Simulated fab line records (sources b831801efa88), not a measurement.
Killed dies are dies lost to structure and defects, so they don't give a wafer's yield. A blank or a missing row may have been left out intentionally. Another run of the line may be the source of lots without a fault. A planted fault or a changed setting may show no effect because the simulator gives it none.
Struck lot and sound lot, side by side || flow sky130 || 14 steps out of a route of 708
Sound: these wafers, L283.1, L283.2, L283.4. Wafers L285.3, L285.5, L285.6 were the ones struck. The cause is given at the end.
Each step with rows lists, per side, the tool, then ch with its chambers, then its first start. Under that, the readings that differ: sound wafers || struck wafers || difference of the means || sigmas: that difference in standard deviations of wafers without a fault.
alike: readings whose means differ by less than 2 such deviations, and words and numbers that are the same on both sides. not compared: withheld readings, readings that some wafer has no value for, bounds like >300 that may hide the same value, and numbers for which the record gives no deviation and whose values overlap.
The two part at a step that has a row with sigmas, a row that says differs or no value, or rows on one side only. When numbers do not overlap yet have no deviation, they are printed without sigmas and do not part them. Lack of a reading on every wafer of one side parts them only where that side has two or more wafers.

first, 4 steps without rows for these wafers: SKY_LDD_N_SOFTBAKE_03 (time 60 s); SKY_LDD_N_EXPOSE_04 (exposes mask NTM, target cd 840 nm); SKY_LDD_N_PEB_05; SKY_LDD_N_DEVELOP_06 (develop time 60 s).
SKY_LDD_N_OVL_MEAS_07:
  sound: overlay-02 at day 20 18:06; struck: overlay-01 at day 21 03:25
  alike: LDD_N_OVL
then, 7 steps without rows for these wafers: SKY_LDD_N_IMPLANT_08; SKY_LDD_N_IMPLANT_09; SKY_LDD_N_IMPLANT_10; SKY_LDD_N_IMPLANT_11; SKY_LDD_N_IMPLANT_12; SKY_LDD_N_IMPLANT_13; SKY_LDD_N_IMPLANT_14.
SKY_LDD_N_IMPLANT_15:
  struck on implanter-02, day 21 04:32; sound on implanter-01 ch 0, day 20 19:11
  no value came back on the struck wafers for beamEnergyKeV, beamOnS (s), rotationDeg (degrees); on the sound wafers beamEnergyKeV reads 49.987 50.009 50.008
SKY_LDD_N_STRIP_16: strips in O2/N2.
  sound on plasmaAsher-01 ch 0,1, day 20 19:20; struck on plasmaAsher-04 ch 0,1, day 21 04:40
  alike: drypumpMotorCurrentA, oesProductAu, stripTimeToEndpointS
  not compared: rfHoursCounterH

WHERE THEY PART
Only at SKY_LDD_N_IMPLANT_15, as far as this record shows. Later steps at which nothing parts them and some readings are alike: SKY_LDD_N_STRIP_16.

WHY: what the simulator had put in
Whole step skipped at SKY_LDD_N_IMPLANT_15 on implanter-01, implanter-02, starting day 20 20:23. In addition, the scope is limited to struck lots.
